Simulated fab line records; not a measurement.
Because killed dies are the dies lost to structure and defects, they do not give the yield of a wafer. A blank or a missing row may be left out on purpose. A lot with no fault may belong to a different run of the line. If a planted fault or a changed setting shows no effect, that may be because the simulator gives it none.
Check of tool commonality	flow sky130	39 wafers sampled across 13 lots

== WHY THIS WAS OPENED ==
2 of 13 lots carry a flag on the reading NWELL_RS at SKY_NWELL_RS_MEAS_29. Fault-free wafers read 626.0 ohm/sq, with a standard deviation of 1.4.
Rule: a lot is flagged when every wafer of it that has a number lies more than 4 standard deviations from that mean, or none has a number. All remaining lots are regarded as sound.

lot	measured	on	NWELL_RS (ohm/sq), wafer by wafer	flag
L383	day 5 10:10	film-metro-02	626.9 627.9 627.1	
L384	day 5 12:13	film-metro-01	627.9 626.8 627.8	
L385	day 5 19:55	film-metro-04	624.9 626.5 624.7	
L388	day 6 15:03	film-metro-01	604.4 603.9 603.6	FLAGGED
L389	day 6 21:11	film-metro-01	602.1 601.7 602.5	FLAGGED
L391	day 7 07:18	film-metro-01	624.6 624.6 625.8	
L396	day 9 01:43	film-metro-01	625.1 625.7 627.0	
L397	day 9 01:57	film-metro-02	626.7 625.7 625.1	
L402	day 10 00:38	film-metro-04	624.3 624.0 625.8	
L403	day 10 09:55	film-metro-04	627.8 625.9 626.3	
L404	day 10 14:35	film-metro-01	626.5 625.4 624.4	
L405	day 11 00:55	film-metro-02	626.3 626.9 628.6	
L406	day 11 03:54	film-metro-02	628.5 626.8 629.2	
On average the flagged lots' numbers are 603.0 ohm/sq, which is -23.0 ohm/sq against the usual, or -16 standard deviations.

== TOOL THAT RAN EACH LOT ==
2 process steps preceding the reading are held in the record, out of 708 steps in the route. In each cell: the tool, then ch and the chambers that the sampled wafers went through, then the start.
lot	flag	SKY_NWELL_IMPLANT_11	SKY_NWELL_RTA_28
L383		implanter-04 ch 0, day 4 15:43	rtp-anneal-01 ch 0, day 5 10:04
L384		implanter-03 ch 0, day 4 17:36	rtp-anneal-02 ch 0, day 5 12:06
L385		implanter-01 ch 0, day 5 01:31	rtp-anneal-01 ch 0, day 5 19:49
L388	FLAGGED	implanter-03 ch 0, day 5 20:41	rtp-anneal-02 ch 0, day 6 14:57
L389	FLAGGED	implanter-03 ch 0, day 6 01:40	rtp-anneal-01 ch 0, day 6 21:04
L391		implanter-01 ch 0, day 6 11:35	rtp-anneal-02 ch 0, day 7 07:12
L396		implanter-04 ch 0, day 8 04:19	rtp-anneal-02 ch 0, day 9 01:37
L397		implanter-01 ch 0, day 8 04:35	rtp-anneal-01 ch 0, day 9 01:50
L402		implanter-03 ch 0, day 9 01:35	rtp-anneal-02 ch 0, day 10 00:32
L403		implanter-03 ch 0, day 9 11:16	rtp-anneal-01 ch 0, day 10 09:48
L404		implanter-03 ch 0, day 9 15:22	rtp-anneal-02 ch 0, day 10 14:28
L405		implanter-01 ch 0, day 10 01:39	rtp-anneal-02 ch 0, day 11 00:49
L406		implanter-03 ch 0, day 10 04:21	rtp-anneal-01 ch 0, day 11 03:48
What the steps here do:
- SKY_NWELL_IMPLANT_11
- SKY_NWELL_RTA_28: time 30 s.
- SKY_NWELL_RS_MEAS_29: measures by four-point-probe.

== FLAGGED AGAINST TOTAL, ONE TOOL AT A TIME (gauges that did the reading follow at the end) ==
step	tool	lots run	flagged	share of the flagged lots	sound lots run after its first flagged lot
SKY_NWELL_IMPLANT_11	implanter-01	4	0	none	-
SKY_NWELL_IMPLANT_11	implanter-03	7	2	all	4 (L402,L403,L404,L406)
SKY_NWELL_IMPLANT_11	implanter-04	2	0	none	-
SKY_NWELL_RTA_28	rtp-anneal-01	6	1	some	3 (L397,L403,L406)
SKY_NWELL_RTA_28	rtp-anneal-02	7	1	some	5 (L391,L396,L402,L404,L405)
SKY_NWELL_RS_MEAS_29	film-metro-01	6	2	all	3 (L391,L396,L404)
SKY_NWELL_RS_MEAS_29	film-metro-02	4	0	none	-
SKY_NWELL_RS_MEAS_29	film-metro-04	3	0	none	-

== WHAT THE TABLE PERMITS ==
implanter-03 at SKY_NWELL_IMPLANT_11 and film-metro-01 at SKY_NWELL_RS_MEAS_29 are the 2 rows of the table that ran each flagged lot.
- implanter-03 at SKY_NWELL_IMPLANT_11 ran 7 lots, 2 of them flagged. Sound lots ran on it after the first flagged one (L402, L403, L404, L406), which a lasting fault on the whole tool wouldn't allow. Its own readings (beam-energy-keV) fall more than 4 standard deviations out on all wafers of the flagged lots.
- film-metro-01 at SKY_NWELL_RS_MEAS_29 ran 6 lots, 2 of them flagged. Sound lots ran on it after the first flagged one (L391, L396, L404), which a lasting fault on the whole tool wouldn't allow.
None of the table's rows ran every flagged lot and, after the first, no sound lot.

== WHAT WAS PUT IN BY THE SIMULATOR ==
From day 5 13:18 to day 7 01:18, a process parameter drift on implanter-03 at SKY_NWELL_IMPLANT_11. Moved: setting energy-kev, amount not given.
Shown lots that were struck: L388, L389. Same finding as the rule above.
